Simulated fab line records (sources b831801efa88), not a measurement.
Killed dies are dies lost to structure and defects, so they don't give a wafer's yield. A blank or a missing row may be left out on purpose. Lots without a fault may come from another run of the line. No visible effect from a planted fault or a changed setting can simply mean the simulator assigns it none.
Comparing a struck lot with a sound one + flow sky130 + 37 steps out of a route of 708
Sound: wafers L446.1, L446.3, L446.4. Struck: wafers L452.1, L452.3, L452.4. At the end, the cause is stated.
For every step that has rows: the tool of each side, followed by ch and its chambers, followed by its first start. Under that, the readings that differ: sound wafers + struck wafers + difference of the means + sigmas: that difference in standard deviations of wafers without a fault.
alike: words and numbers the same on both sides, and readings whose means are apart by under 2 such deviations; not compared: readings that were withheld, readings missing a value for some wafer, numbers with overlapping values and no deviation given by the record, and bounds like >300 which may hide the same value.
The two part at a step that has a row with sigmas, a row that says differs or no value, or rows on one side only. Non-overlapping numbers with no deviation appear without sigmas and do not part them. A reading that every wafer of one side lacks parts them only if that side has two wafers or more.

first, 10 steps without rows for these wafers: SKY_FIELD_ISO_DEHYDRATE_05 (time 60 s); SKY_FIELD_ISO_HMDS_06 (prime time 60 s); SKY_FIELD_ISO_COAT_07 (resist thk 60 nm); SKY_FIELD_ISO_COAT_08 (resist thk 450 nm); SKY_FIELD_ISO_SOFTBAKE_09 (time 90 s); SKY_FIELD_ISO_EXPOSE_10 (exposes mask FOM, target cd 150 nm); SKY_FIELD_ISO_PEB_11; SKY_FIELD_ISO_DEVELOP_12 (develop time 60 s); SKY_FIELD_ISO_ETCH_14 (etches BARC in N2/H2, stops on SiO2, time 45.9 s, target depth 60 nm); SKY_FIELD_ISO_ETCH_15 (etches the open film in CHF3/O2, stops on Si, target depth 180 nm, time 72 s).
SKY_FIELD_ISO_STRIP_16: strips in O2/N2.
  sound on plasma asher-02 ch 0,1, day 3 17:16; struck on plasma asher-02 ch 0,1, day 5 02:04
  alike: drypump motor current A, oes product au, strip time to endpoint s
  not compared: rf hours counter h
then, 25 steps without rows for these wafers: SKY_FIELD_ISO_ETCH_17 (etches Si in HBr/Cl2/O2, target depth 342 nm, time 97.7 s); SKY_FIELD_ISO_WET_ETCH_18 (etches Si3N4 in H3PO4, target depth 25 nm, time 286 s); SKY_FIELD_ISO_CLEAN_19 (cleans in SC1/SC2, time 150 s); SKY_FIELD_ISO_CLEAN_20 (cleans in dHF, time 20 s); SKY_FIELD_ISO_WET_ETCH_21 (etches SiO2 in dHF, target depth 20 nm, time 400 s); SKY_FIELD_ISO_OXIDATION_22 (stabilise 600 s, purge 300 s, target thk 10 nm); SKY_FIELD_ISO_CVD_24 (deposits SiO2, target thk 595 nm, time 99.2 s); SKY_FIELD_ISO_ANNEAL_26 (time 1800 s); SKY_FIELD_ISO_CMP_27 (polishes, stops on Si3N4, t overpolish 16 s, target thk 457.8 nm); SKY_FIELD_ISO_WET_ETCH_28 (etches SiO2 in dHF, target depth 23.7 nm, time 47 s); SKY_FIELD_ISO_WET_ETCH_29 (etches Si3N4 in H3PO4, target depth 160 nm, time 1825 s); SKY_FIELD_ISO_WET_ETCH_30 (etches SiO2 in dHF, target depth 25 nm, time 50 s); SKY_NWELL_CLEAN_00 (cleans in SC1/SC2, time 150 s); SKY_NWELL_OXIDATION_01 (stabilise 600 s, purge 300 s, target thk 10 nm); SKY_DNWELL_DEHYDRATE_00 (time 60 s); SKY_DNWELL_HMDS_01 (prime time 60 s); SKY_DNWELL_COAT_02 (resist thk 3000 nm); SKY_DNWELL_SOFTBAKE_03; SKY_DNWELL_EXPOSE_04 (exposes mask DNM, target cd 3000 nm); SKY_DNWELL_PEB_05; SKY_DNWELL_DEVELOP_06 (develop time 60 s); SKY_DNWELL_IMPLANT_07; SKY_DNWELL_STRIP_08 (strips in O2/N2); SKY_PWDE_DEHYDRATE_00 (time 60 s); SKY_PWDE_HMDS_01 (prime time 60 s).
-- the record jumps here: 44 days lie between the struck wafers' starts before and after (it left off in module PWDE and takes up again in module PAD_OPEN, whose first step shown is number 708 of the route) --
SKY_PAD_OPEN_PROBE_99:
  sound: prober-01 at day 47 04:28; struck: prober-01 at day 48 18:23
| reading             | sound      | struck      | difference | sigmas |
|---------------------|------------|-------------|------------|--------|
| killed at front end | 13 20 22   | 81 82 62    | +57        | +13    |
| killed dies         | 73 103 107 | 139 146 124 | +42        | +5     |
  alike: killed_at_M0_to_M3, killed_at_M4_up, killed at contacts, killed at other, killed open, killed short

WHERE THEY PART
SKY_PAD_OPEN_PROBE_99 only, going by this record.

WHY: whatever the simulator had introduced
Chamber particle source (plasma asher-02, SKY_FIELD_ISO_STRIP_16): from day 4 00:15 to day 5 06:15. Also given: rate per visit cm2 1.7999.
